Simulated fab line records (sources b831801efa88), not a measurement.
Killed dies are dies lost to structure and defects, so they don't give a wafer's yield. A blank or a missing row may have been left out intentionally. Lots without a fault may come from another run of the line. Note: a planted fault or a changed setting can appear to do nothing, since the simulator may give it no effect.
Which tool is to blame?    flow sky130    Sampling: 12 lots, 36 wafers, 5 of 708 route steps

WHAT THE GAUGES SHOWED, per wafer
SKY_FIELD_ISO_THK_MEAS_04.
lot   measured     on            FIELD_ISO_CVD_03_THK (nm)
L182  day 1 13:37  filmMetro-04  166.6 166.9 166.0
L183  day 1 20:47  filmMetro-03  163.7 161.5 163.9
L184  day 2 00:49  filmMetro-03  165.1 164.8 166.0
L185  day 2 05:44  filmMetro-01  161.5 162.8 162.7
L187  day 2 14:29  filmMetro-03  166.1 166.1 165.3
L188  day 2 22:26  filmMetro-04  165.8 166.0 166.9
L190  day 3 06:58  filmMetro-03  161.9 162.8 161.7
L191  day 3 11:29  filmMetro-04  167.4 168.3 166.3
L195  day 4 08:42  filmMetro-03  166.3 166.3 166.0
L201  day 5 15:03  filmMetro-03  164.3 163.8 165.7
L204  day 6 03:29  filmMetro-03  165.2 164.5 165.1
L205  day 6 09:49  filmMetro-01  165.7 165.9 164.0

SKY_NWELL_RS_MEAS_29: a four-point-probe measurement.
lot   measured      on            NWELL_RS (ohm/sq)
L182  day 5 03:38   filmMetro-04  622.3 621.9 622.0
L183  day 5 12:34   filmMetro-02  620.6 622.2 622.0
L184  day 5 18:04   filmMetro-02  623.3 624.5 623.1
L185  day 6 00:32   filmMetro-04  627.6 624.8 626.8
L187  day 6 11:04   filmMetro-02  622.8 624.6 622.7
L188  day 6 20:55   filmMetro-02  625.0 623.3 623.9
L190  day 7 10:35   filmMetro-04  623.7 621.7 624.7
L191  day 7 16:22   filmMetro-02  623.7 621.7 620.8
L195  day 8 17:11   filmMetro-02  620.9 621.2 622.2
L201  day 10 03:40  filmMetro-03  635.4 634.5 636.6
L204  day 10 20:50  filmMetro-04  633.1 630.9 629.8
L205  day 11 02:58  filmMetro-02  622.9 620.9 623.1

WHICH TOOL RAN EACH LOT (tool, then ch and the chambers of the sampled wafers, then the start)
lot   SKY_FIELD_ISO_STRIP_16              SKY_FIELD_ISO_CMP_27          SKY_NWELL_IMPLANT_11
L182  plasmaAsher-04 ch 0,1, day 2 03:33  cmp-02 ch 0,2,3, day 2 07:38  implanter-03 ch 0, day 4 10:02
L183  plasmaAsher-04 ch 0,1, day 2 11:24  cmp-02 ch 0,1,2, day 2 14:48  implanter-03 ch 0, day 4 17:34
L184  plasmaAsher-04 ch 0,1, day 2 15:47  cmp-02 ch 0,1,2, day 2 19:52  implanter-03 ch 0, day 4 23:01
L185  plasmaAsher-01 ch 0,1, day 2 21:21  cmp-01 ch 0,2,3, day 3 01:02  implanter-03 ch 0, day 5 05:17
L187  plasmaAsher-03 ch 0,1, day 3 06:03  cmp-02 ch 0,1, day 3 10:34    implanter-01 ch 0, day 5 15:31
L188  plasmaAsher-01 ch 0,1, day 3 14:53  cmp-01 ch 0,2,3, day 3 18:13  implanter-02 ch 0, day 6 00:25
L190  plasmaAsher-03 ch 0,1, day 3 23:38  cmp-02 ch 2,3, day 4 02:55    implanter-01 ch 0, day 6 14:11
L191  plasmaAsher-03 ch 0,1, day 4 03:53  cmp-01 ch 0,2,3, day 4 10:34  implanter-02 ch 0, day 6 20:10
L195  plasmaAsher-03 ch 0,1, day 5 02:31  cmp-02 ch 0,1,3, day 5 06:00  implanter-01 ch 0, day 7 19:59
L201  plasmaAsher-04 ch 0,1, day 6 10:19  cmp-01 ch 0,1,3, day 6 13:43  implanter-01 ch 0, day 9 04:22
L204  plasmaAsher-01 ch 0, day 6 23:14    cmp-02 ch 2,3, day 7 02:33    implanter-01 ch 0, day 9 20:59
L205  plasmaAsher-03 ch 0,1, day 7 05:20  cmp-01 ch 2,3, day 7 08:47    implanter-03 ch 0, day 10 02:28
- SKY_FIELD_ISO_STRIP_16: strips in O2/N2.
- SKY_FIELD_ISO_CMP_27: polishes, stops on Si3N4, t overpolish 16 s, target thk 457.8 nm.
- SKY_NWELL_IMPLANT_11

AS READ BY THE TOOLS THEMSELVES (means over the sampled wafers that have a number; for cases with no such wafer, the mark the record gives instead)
SKY_FIELD_ISO_STRIP_16.
lot   tool            drypumpMotorCurrentA (A)  oesProductAu (a.u.)  stripTimeToEndpointS (s)
L182  plasmaAsher-04  5.79                      0.379                3.56
L183  plasmaAsher-04  5.84                      0.378                3.57
L184  plasmaAsher-04  5.83                      0.381                3.58
L185  plasmaAsher-01  6.14                      0.383                3.57
L187  plasmaAsher-03  6.20                      0.380                3.56
L188  plasmaAsher-01  6.16                      0.377                3.58
L190  plasmaAsher-03  6.23                      0.381                3.55
L191  plasmaAsher-03  6.25                      0.378                3.53
L195  plasmaAsher-03  6.19                      0.379                3.59
L201  plasmaAsher-04  5.80                      0.379                3.57
L204  plasmaAsher-01  6.05                      0.376                3.56
L205  plasmaAsher-03  6.26                      0.375                3.55

SKY_FIELD_ISO_CMP_27.
lot   tool    motorCurrentA (A)  overpolishRunS (s)  timeToEndpointS (s)
L182  cmp-02  13.5               15.999              114
L183  cmp-02  12.5               15.998              113
L184  cmp-02  12.6               16.005              112
L185  cmp-01  12.4               15.998              113
L187  cmp-02  11.9               15.997              114
L188  cmp-01  11.8               16.005              114
L190  cmp-02  14.2               15.995              107
L191  cmp-01  11.8               16.005              115
L195  cmp-02  12.4               16.002              105
L201  cmp-01  11.6               16.001              111
L204  cmp-02  15.2               15.993              104
L205  cmp-01  12.6               15.993              116

SKY_NWELL_IMPLANT_11.
lot   tool          beamEnergyKeV
L182  implanter-03  400.04
L183  implanter-03  399.89
L184  implanter-03  400.01
L185  implanter-03  400.01
L187  implanter-01  399.98
L188  implanter-02  399.99
L190  implanter-01  399.99
L191  implanter-02  399.97
L195  implanter-01  399.93
L201  implanter-01  380.31
L204  implanter-01  380.35
L205  implanter-03  399.89

THE ANSWER, worked out from the rows above alone
Rule: what is usual is taken from the lots themselves. Put in order of their means at a reading, lots are off if they are a third of the lots or fewer, leave a main group of 4 or more, and stand apart from it by a gap of 3 or more times the standard deviation of the main group's means; of several such gaps the widest counts. The tables above print the reading to a certain number of digits; a main group whose means all agree to those digits is not used. A lot without any number at a reading at which 4 lots or more have one is off too. The other lots that the step has rows for count as sound. After the gauges, taken in route order, come the tools' own readings; for these a lot's mean is taken, as printed above. At the first step where some lot is off, the reading lying furthest off is the one used; lots without a number count as furthest.
Off: at SKY_NWELL_RS_MEAS_29 (NWELL_RS), L201, L204. The main group has a mean of 623.0 ohm/sq with a standard deviation of 1.4.
If a tool, at a process step before that reading, ran all the lots that are off and no sound lot after the first of them, it fits. Not tried: the gauges at SKY_NWELL_RS_MEAS_29; whatever is off there is also off at SKY_NWELL_IMPLANT_11, on other tools, and gauge error can't account for it. One candidate fits, namely implanter-01 at SKY_NWELL_IMPLANT_11. Its last sound lot is L195 (day 7 19:59), its first lot that is off L201 (day 9 04:22): a fault that began between those two fits.
The tool's own readings at SKY_NWELL_IMPLANT_11 bear it out: on the lots that are off they differ by more than 5 times the standard deviation of the sound lots' means. beamEnergyKeV reads 380.33 there against 399.97 on the sound lots.

WHAT THE SIMULATOR HAD PUT IN
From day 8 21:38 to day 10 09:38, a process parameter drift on implanter-01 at SKY_NWELL_IMPLANT_11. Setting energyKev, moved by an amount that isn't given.
Lots struck among those shown: L201, L204. This agrees with what the rule above found.
